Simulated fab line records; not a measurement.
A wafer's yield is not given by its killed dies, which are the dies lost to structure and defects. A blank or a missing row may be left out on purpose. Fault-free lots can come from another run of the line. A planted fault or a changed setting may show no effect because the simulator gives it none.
What tool caused it? ; flow sky130 ; 11 lots, 33 wafers sampled, at 5 steps of a route of 708

## WHAT THE GAUGES READ, wafer by wafer
SKY_VIA2_OVL_MEAS_13.
lot;measured;on;VIA2_OVL (nm)
L928;day 36 02:51;overlay-02;-4 -7 -6
L929;day 36 13:07;overlay-02;-3 0 0
L934;day 38 00:04;overlay-02;1 12 5
L938;day 39 17:32;overlay-02;-2 1 1
L940;day 39 21:59;overlay-01;31 30 30
L939;day 39 23:13;overlay-02;39 32 33
L941;day 40 05:58;overlay-01;9 10 11
L942;day 40 09:28;overlay-02;25 33 34
L945;day 41 13:43;overlay-01;23 25 26
L947;day 42 03:03;overlay-02;7 7 2
L951;day 43 02:49;overlay-02;-2 2 3

## EACH LOT AND THE TOOL THAT RAN IT (in order: tool; ch and the chambers of the sampled wafers; start)
lot;SKY_METAL2_DESCUM_17;SKY_METAL2_ETCH_18;SKY_VIA2_CMP_02;SKY_VIA2_EXPOSE_09
L928;rie metal-02 ch 0,1, day 35 00:00;rie metal-02 ch 0,1, day 35 00:02;cmp-01 ch 0,1,2, day 35 01:02;krf scanner-01 ch 0, day 35 13:22
L929;rie metal-02 ch 0,1, day 35 09:30;rie metal-02 ch 0,1, day 35 09:32;cmp-01 ch 0,1,2, day 35 10:28;krf scanner-02 ch 0, day 36 00:55
L934;rie metal-04 ch 0,1, day 36 20:15;rie metal-04 ch 0,1, day 36 20:17;cmp-02 ch 1,2,3, day 36 21:17;krf scanner-02 ch 0, day 37 11:31
L938;rie metal-04 ch 1, day 38 15:20;rie metal-04 ch 1, day 38 15:22;cmp-02 ch 0,1,3, day 38 16:22;krf scanner-02 ch 0, day 39 05:10
L940;rie metal-04 ch 0,1, day 38 20:35;rie metal-04 ch 0,1, day 38 20:37;cmp-02 ch 1,2,3, day 38 21:32;krf scanner-02 ch 0, day 39 10:26
L939;rie metal-01 ch 1, day 38 21:18;rie metal-01 ch 1, day 38 21:20;cmp-01 ch 0,1, day 38 22:35;krf scanner-02 ch 0, day 39 11:35
L941;rie metal-04 ch 0,1, day 39 04:12;rie metal-04 ch 0,1, day 39 04:14;cmp-01 ch 0,1,2, day 39 05:13;krf scanner-01 ch 0, day 39 18:14
L942;rie metal-02 ch 0, day 39 09:04;rie metal-02 ch 0, day 39 09:09;cmp-01 ch 2,3, day 39 10:15;krf scanner-02 ch 0, day 39 22:39
L945;rie metal-04 ch 0,1, day 40 12:28;rie metal-04 ch 0,1, day 40 12:30;cmp-02 ch 1,2,3, day 40 13:34;krf scanner-02 ch 0, day 41 02:42
L947;rie metal-04 ch 0,1, day 41 01:45;rie metal-04 ch 0,1, day 41 01:47;cmp-02 ch 1,2, day 41 02:43;krf scanner-01 ch 0, day 41 14:37
L951;rie metal-02 ch 1, day 42 01:44;rie metal-02 ch 1, day 42 01:46;cmp-01 ch 0,1,2, day 42 02:44;krf scanner-01 ch 0, day 42 14:20
- SKY_METAL2_DESCUM_17: chemistry O2, time 8 s.
- SKY_METAL2_ETCH_18: etches BARC in N2/H2, stops on SiO2, time 45.9 s, target depth 60 nm.
- SKY_VIA2_CMP_02: polishes SiO2.
- SKY_VIA2_EXPOSE_09: exposes mask VIM2, target cd 200 nm.

## THE ANSWER, worked out from the rows above alone
Rule: the lots themselves supply what counts as usual. Put in order of their means at a reading, lots are off if they are a third of the lots or fewer, leave a main group of 4 or more, and stand apart from it by a gap of 3 or more times the standard deviation of the main group's means; of several such gaps the widest counts. If all means in a main group match to the digits the tables above print for the reading, that group is not used. Also off: a lot with no number at a reading for which 4 or more lots have one. All remaining lots with rows at the step are treated as sound.
No lot is off at any reading shown: from this, nothing can be told.

## WHAT HAD BEEN PUT IN BY THE SIMULATOR
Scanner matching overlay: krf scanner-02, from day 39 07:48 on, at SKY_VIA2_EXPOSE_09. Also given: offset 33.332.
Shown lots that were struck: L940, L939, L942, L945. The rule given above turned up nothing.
